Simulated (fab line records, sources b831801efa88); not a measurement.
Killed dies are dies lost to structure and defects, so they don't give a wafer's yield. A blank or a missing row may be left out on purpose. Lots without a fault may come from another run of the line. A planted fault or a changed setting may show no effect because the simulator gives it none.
One fault seen from 2 desks | flow gf180mcu | each desk has only its own numbers; what lay behind them comes last

THE METROLOGY DESK
What the gauges read, lot by lot, whatever tool the lot ran on: means of the sampled wafers that have a number. A lot is out of limits, marked OUT, if its mean lies more than 4 standard deviations from the usual mean; the brackets give that distance.
Columns: A = M1_ALCU_RS at GF_M1_RS_MEAS_05, usual 0.0696 ohm/sq; B = M1_OVL at GF_M1_OVL_MEAS_15, usual 0 nm
lot  | first seen here | A      | B
L665 | day 16 05:16    | 0.0685 | 3
L667 | day 16 23:22    | 0.0698 | 6
L668 | day 17 11:10    | 0.0710 | -1
L671 | day 18 11:43    | 0.0698 | -0
L672 | day 19 05:28    | 0.0687 | 2
L673 | day 19 12:07    | 0.0700 | -8
L674 | day 19 20:29    | 0.0697 | 1
L675 | day 19 23:39    | 0.0700 | -4
L677 | day 20 15:39    | 0.0696 | -5
L679 | day 21 11:15    | 0.0693 | 1
L681 | day 22 01:49    | 0.0698 | 2
L682 | day 22 10:17    | 0.0698 | -1
L683 | day 23 05:23    | 0.0703 | -1
L688 | day 24 11:09    | 0.0697 | 6
This desk's finding: nothing out of limits on any of the 14 lots.

THE TOOL OWNER'S DESK: wet_bench-03
The tool's own readings at GF_STI_WET_ETCH_26 (etches SiO2 in dHF, target depth 94 nm, time 188 s): means of the sampled wafers that have a number, for each lot that ran on this tool. A lot is out of limits, marked OUT, if its mean lies more than 4 standard deviations from the usual mean; the brackets give that distance.
Columns: A = run_length_s at GF_STI_WET_ETCH_26, usual 216 s
lot  | first seen here | A
L665 | day 2 04:40     | 214
L668 | day 2 20:01     | 214
L671 | day 3 11:56     | 215
L674 | day 4 02:37     | 222
L675 | day 4 06:55     | 221
L681 | day 5 13:23     | 222
L682 | day 5 19:17     | 53 (-44) OUT
L683 | day 6 04:40     | 53 (-44) OUT
This desk's finding: out of limits on L682, L683; first on L682, day 5 19:17 (run_length_s at GF_STI_WET_ETCH_26). In limits: L665, L668, L671, L674, L675, L681.

PUT TOGETHER
The tool owner's desk could have raised an alarm at day 5 19:17, on L682, L683.
The metrology desk saw nothing out of limits.
The metrology desk has L682, L683 on record, within its limits.
Of the lots named, all ran GF_STI_WET_ETCH_26 on wet_bench-03.

WHAT THE SIMULATOR HAD PUT IN
Process parameter drift: wet_bench-03, from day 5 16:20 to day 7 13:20, at GF_STI_WET_ETCH_26. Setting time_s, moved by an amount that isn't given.
Lots struck among those shown: L682, L683.
Hours from the fault's start to each desk's first reading out of limits: the tool owner's desk, 3.
